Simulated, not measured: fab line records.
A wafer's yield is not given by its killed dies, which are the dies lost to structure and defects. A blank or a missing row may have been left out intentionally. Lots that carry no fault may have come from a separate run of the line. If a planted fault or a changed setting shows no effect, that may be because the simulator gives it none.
One fault through the eyes of 2 desks -- flow gf180mcu -- each desk holds nothing but its own numbers, with what lay behind them at the end

== AT THE METROLOGY DESK ==
Lot by lot, what the gauges showed, no matter which tool ran the lot: averages of those sampled wafers that carry a number. Any lot whose mean is over 4 standard deviations away from the usual mean is out of limits and marked OUT; that distance is given in the brackets.
Columns: A = cd nm at GF_CONTACT_CD_MEAS_14, usual 220.3 nm; B = V1_BOW at GF_V1_BOW_MEAS_05, usual 81 um
lot,first seen here,A,B
L828,day 16 01:38,219.6,76
L830,day 17 02:40,220.3,81
L831,day 17 08:20,219.5,80
L832,day 17 14:57,219.6,85
L833,day 17 20:11,223.8,84
L842,day 21 09:12,221.7,83
L843,day 21 19:49,218.6,75
L844,day 22 03:29,219.1,83
L845,day 22 09:06,222.5,76
L846,day 22 22:59,216.6,73
L847,day 22 23:13,218.5,83
L848,day 23 08:04,220.8,81
L850,day 24 01:50,221.5,84
L851,day 24 03:45,219.0,81
Finding of this desk: none of the 14 lots has anything out of limits.

== FOR THE TOOL OWNER'S DESK: litho track-02 ==
The tool's own readings at GF_HV_LDD_DEVELOP_30 (develop time 60 s): means of the sampled wafers that have a number, for each lot that ran on this tool. Any lot whose mean is over 4 standard deviations away from the usual mean is out of limits and marked OUT; that distance is given in the brackets.
Columns: A = developer temp C at GF_HV_LDD_DEVELOP_30, usual 23.03 C
lot,first seen here,A
L828,day 11 13:35,22.93
L830,day 12 07:52,23.14
L831,day 12 11:59,22.15 (-8.0) OUT
L833,day 13 01:41,22.10 (-8.5) OUT
L843,day 16 14:59,23.04
L846,day 17 17:02,22.92
L847,day 17 19:20,22.98
L850,day 18 17:29,23.01
L851,day 18 23:28,23.03
This desk finds L831, L833 out of limits, L831 being first, at day 12 11:59 (developer temp C at GF_HV_LDD_DEVELOP_30). In limits: L828, L830, L843, L846, L847, L850, L851.

== ALL TOGETHER ==
At day 12 11:59, on L831, L833, the tool owner's desk was in a position to raise an alarm.
Nothing out of limits was seen by the metrology desk.
The metrology desk has L831, L833 on record, within its limits.
GF_HV_LDD_DEVELOP_30 was run on litho track-02 by each of the lots named.

== WHAT WAS PUT IN BY THE SIMULATOR ==
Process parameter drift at GF_HV_LDD_DEVELOP_30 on litho track-02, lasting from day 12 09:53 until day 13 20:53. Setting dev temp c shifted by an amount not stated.
Lots struck among those shown: L831, L833.
Each desk's first reading out of limits, in hours after the fault started: the tool owner's desk, 2.
